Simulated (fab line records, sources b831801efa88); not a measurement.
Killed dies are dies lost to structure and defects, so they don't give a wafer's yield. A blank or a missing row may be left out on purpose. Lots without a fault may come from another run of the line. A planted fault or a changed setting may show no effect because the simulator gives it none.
fab line records | flow sky130
record lots=6 wafers=18 last_day=49
route steps=708 shown RES_XHIGH@336 SD_N@342 PAD_OPEN@708
lots that met no fault: from a run of the same line without faults
start_h: hours from the record's first day to the start of the lot's first wafer shown | wait_h: hours since the lot's step before | " the same as in the row above | L1.1+2: a row that stands for several wafers | - no value, or no start given | * or withheld: withheld | < > ~ a bound
route shown NAME@n: a module of which the file shows steps, and the number in the route of the first | usual: mean/standard deviation of fault-free wafers | same: alike in all rows | chamber/n: place in a boat | sites: the reading at each site | _std_site: their standard deviation | _edge_site: outer sites' mean less inner sites' | radius_mm: how far each site lies from the wafer's centre | mask NAME#n: copy n | behind: the tool/chamber that last shaped the wafer | hold: why the lot was held/for how many hours/how that ended | device: the transistor (n, p or np) that didn't switch | end of line: the same wafers' tests at the end of the route | a step without rows: its recipe alone | killed: dies lost to structure and defects at the first sort, not the wafer's yield | map: a wafer's dies, x killed, . not, _ none there
set.NAME: the setting as run; set.NAME@STEP: as run at that earlier step | model.NAME: the simulator's own value behind a step, which no gauge read
lots at some steps of the route; a table a step, a row a wafer
services: from which hour (start_h, from the record's first day; less than 0 if before it) a tool's chamber was out of use, for how many hours, and why
## steps
# step SKY_RES_XHIGH_EXPOSE_04
# recipe mask_id=URPM na=0.6 source_shape=conventional sigma_outer=0.6 polarization=unpolarized target_cd_nm=1270 dose_mj=140
# step SKY_RES_XHIGH_PEB_05
# recipe temp_c=withheld time_s=* resist=NOVOLAK
# step SKY_RES_XHIGH_DEVELOP_06
# recipe resist=NOVOLAK developer=TMAH develop_time_s=60 dev_temp_c=23
# step SKY_RES_XHIGH_IMPLANT_07
# recipe species=BF2 energy_kev=20 dose_cm2=3.6e+14 tilt_deg=0
# step SKY_RES_XHIGH_STRIP_08
# recipe chemistry=O2/N2 power_w=1400 pressure_mtorr=1500 platen_temp_c=withheld o2_flow_sccm=3000 n2_flow_sccm=300 overash_fraction=0.5
# usual drypump_motor_current_A=5.8/0.4 o2_flow_sccm=3000/8.7 oes_product_au=0.711/0.0044 strip_time_to_endpoint_s=14.27/0.037
# columns lot.wafer tool chamber start_h wait_h drypump_motor_current_A o2_flow_sccm oes_product_au rf_hours_counter_h strip_time_to_endpoint_s
L715.3 plasma_asher-02 0 638.93 0.1 6.4 2997 0.712 - 14.31
L715.5 " 0 " " 6.3 3000 0.713 - 14.30
L715.6 " 1 " " 5.2 3013 0.722 - 14.29
L723.1 plasma_asher-02 1 695.30 0.1 5.2 3012 0.711 27 14.29
L723.3 " 1 " " 5.2 3001 0.712 - 14.27
L723.5 " 1 " " 5.2 3006 0.706 - 14.26
L725.2 plasma_asher-03 1 707.89 0.1 5.7 2996 0.708 85 14.30
L725.3 " 0 " " 6.0 2984 0.718 - 14.28
L725.5 " 1 " " 5.7 2988 0.714 - 14.25
L730.2 plasma_asher-02 0 745.74 0.1 6.4 2990 0.705 33 14.24
L730.4 " 0 " " 6.3 3001 0.704 - 14.24
L730.5 " 1 " " 5.2 2995 0.709 - 14.25
L733.4 plasma_asher-02 1 760.61 0.1 5.2 3021 0.717 - 14.31
L733.5 " 1 " " 5.2 3005 0.716 - 14.27
L733.6 " 0 " " 6.4 3004 0.714 - 14.33
L734.1 plasma_asher-03 1 772.75 0.1 5.7 3005 0.711 91 14.26
L734.5 " 0 " " 6.0 3002 0.719 - 14.25
L734.6 " 1 " " 5.7 3009 0.714 - 14.24
# step SKY_RES_XHIGH_TW_MEAS_09
# usual RES_XHIGH_TW=1635/15
# columns lot.wafer tool chamber start_h wait_h RES_XHIGH_TW
L715.3 film_metro-03 - 639.01 0.1 1627
L715.5 " - " " 1639
L715.6 " - " " 1634
L723.1 film_metro-02 - 695.40 0.1 1619
L723.3 " - " " 1623
L723.5 " - " " 1621
L725.2 film_metro-01 - 708.00 0.1 1663
L725.3 " - " " 1639
L725.5 " - " " 1653
L730.2 film_metro-03 - 745.85 0.1 1652
L730.4 " - " " 1659
L730.5 " - " " 1656
L733.4 film_metro-03 - 760.71 0.1 1654
L733.5 " - " " 1655
L733.6 " - " " 1650
L734.1 film_metro-02 - 772.85 0.1 1622
L734.5 " - " " 1613
L734.6 " - " " 1609
# step SKY_SD_N_DEHYDRATE_00
# recipe temp_c=200 time_s=60
# step SKY_SD_N_HMDS_01
# recipe prime_time_s=60 prime_temp_c=120
# step SKY_SD_N_COAT_02
# recipe resist=NOVOLAK spin_rpm=3000 resist_thk_nm=1140
# step SKY_SD_N_SOFTBAKE_03
# recipe temp_c=90 time_s=60 resist=NOVOLAK
# step SKY_SD_N_EXPOSE_04
# recipe mask_id=NSDM na=0.6 source_shape=conventional sigma_outer=0.6 polarization=unpolarized target_cd_nm=380 dose_mj=141
# step SKY_SD_N_PEB_05
# recipe temp_c=withheld time_s=* resist=NOVOLAK
# step SKY_SD_N_DEVELOP_06
# recipe resist=NOVOLAK developer=TMAH develop_time_s=60 dev_temp_c=23
# usual developer_temp_C=22.97/0.099
# columns lot.wafer tool chamber start_h wait_h developer_temp_C
L715.3 litho_track-02 0 666.63 0.1 22.87
L715.5 " 0 " " 22.92
L715.6 " 0 " " 22.89
L723.1 litho_track-03 0 723.04 0.1 22.99
L723.3 " 0 " " 22.98
L723.5 " 0 " " 23.02
L725.2 litho_track-04 0 735.39 0.1 22.93
L725.3 " 0 " " 22.95
L725.5 " 0 " " 22.86
L730.2 litho_track-02 0 772.90 0.1 22.99
L730.4 " 0 " " 22.84
L730.5 " 0 " " 23.08
L733.4 litho_track-04 0 787.09 0.1 20.64
L733.5 " 0 " " 20.59
L733.6 " 0 " " 20.59
L734.1 litho_track-04 0 799.56 0.1 20.81
L734.5 " 0 " " 20.90
L734.6 " 0 " " 20.80
# step SKY_SD_N_CD_MEAS_07
# recipe target_cd_nm=380
# usual cd_nm=380.3/2.8
# columns lot.wafer tool chamber start_h wait_h cd_nm
L715.3 cd_sem-02 - 666.77 0.1 377.7
L715.5 " - " " 375.7
L715.6 " - " " 379.1
L723.1 cd_sem-01 - 723.19 0.1 380.7
L723.3 " - " " 380.0
L723.5 " - " " 380.9
L725.2 cd_sem-01 - 735.53 0.1 380.7
L725.3 " - " " 384.2
L725.5 " - " " 382.1
L730.2 cd_sem-02 - 773.05 0.1 374.5
L730.4 " - " " 376.6
L730.5 " - " " 375.9
L733.4 cd_sem-02 - 787.22 0.1 388.8
L733.5 " - " " 387.4
L733.6 " - " " 386.2
L734.1 cd_sem-01 - 799.71 0.1 388.5
L734.5 " - " " 387.9
L734.6 " - " " 388.6
# step SKY_SD_N_OVL_MEAS_08
# usual SD_N_OVL=0.3/1.1
# columns lot.wafer tool chamber start_h wait_h SD_N_OVL[nm]
L715.3 overlay-01 - 666.86 0.1 -0.1
L715.5 " - " " 1.1
L715.6 " - " " 1.0
L723.1 overlay-02 - 723.31 0.1 1.6
L723.3 " - " " 0.8
L723.5 " - " " 1.6
L725.2 overlay-01 - 735.64 0.1 -0.5
L725.3 " - " " -0.2
L725.5 " - " " 0.7
L730.2 overlay-01 - 773.15 0.1 1.3
L730.4 " - " " 0.2
L730.5 " - " " 0.5
L733.4 overlay-01 - 787.30 0.1 0.8
L733.5 " - " " 1.4
L733.6 " - " " 1.4
L734.1 overlay-01 - 799.83 0.1 1.3
L734.5 " - " " -1.9
L734.6 " - " " 1.2
# step SKY_PAD_OPEN_PROBE_99
# usual killed_at_M0_to_M3=43/7.1 killed_at_M4_up=3.3/2 killed_at_contacts=24/5.1 killed_at_front_end=15/4.6 killed_at_other=0.3/0.6 killed_dies=86/9.6 killed_open=46/7.3 killed_short=39/6.7
# same gross_dies=492 killed_at_back_side=0
# columns lot.wafer tool chamber start_h wait_h killed_at_M0_to_M3 killed_at_M4_up killed_at_contacts killed_at_front_end killed_at_other killed_dies killed_open killed_short
L725.2 prober-01 - 1142.70 0.1 48 4 22 16 1 91 56 34
L725.3 prober-01 - 1142.75 0.2 44 3 16 13 2 78 30 47
L725.5 prober-01 - 1142.85 0.2 42 9 18 19 0 88 50 38
# killed by level:class
L725.2 VIA1:geometric_particle:open=12 LI_CONTACT:geometric_particle:open=9 VIA2:geometric_particle:open=9 VIA3:geometric_particle:open=7 POLY_GATE:geometric_particle:open=6 CONTACT:geometric_particle:open=5 VIA2:geometric_particle:short=5 VIA3:geometric_particle:short=5
L725.3 VIA1:geometric_particle:open=10 VIA1:geometric_particle:short=10 METAL2:geometric_particle:short=9 LOCAL_INTERCONNECT:geometric_particle:short=7 POLY_GATE:geometric_particle:short=4 VIA3:geometric_particle:open=4 POLY_GATE:geometric_particle:open=3 VIA2:geometric_particle:open=3
L725.5 CONTACT:geometric_particle:open=11 VIA1:geometric_particle:open=11 METAL1:geometric_particle:open=6 POLY_GATE:geometric_particle:open=6 METAL2:geometric_particle:short=6 METAL4:geometric_particle:short=6 VIA1:geometric_particle:short=5 VIA3:geometric_particle:open=4
## services
# columns tool chamber start_h hours kind
plasma_asher-02 - 675.09 2.7 repair
plasma_asher-03 - 693.33 2.8 pm
plasma_asher-03 - 787.93 0.5 repair
plasma_asher-02 - 797.45 2.8 pm
## key
first_sign step=SKY_SD_N_DEVELOP_06 reading=developer_temp_C direction=down sigmas=23 usual=* struck=*
effect step=SKY_SD_N_CD_MEAS_07 reading=cd_nm direction=up sigmas=2.7 usual=380.3 struck=387.9
met_at SKY_SD_N_DEVELOP_06
struck_wafers L733.4,L733.5,L733.6,L734.1,L734.5,L734.6
tester_left_out L733,L734
onset_between 735.39 787.09
fault kind=process_parameter_drift tool=litho_track-04 chamber=- onset_h=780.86 steps=SKY_SD_N_DEVELOP_06 channel=dev_temp_c offset=* shape=step end_h=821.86 acts_in=* stated=*
# tester_left_out: of these lots the tester's yield and bins aren't shown, on N5 and GAA mostly nor the transistor test; their killed dies are dies lost to structure and defects alone, not to doping, threshold or leakage, so they don't give the yield
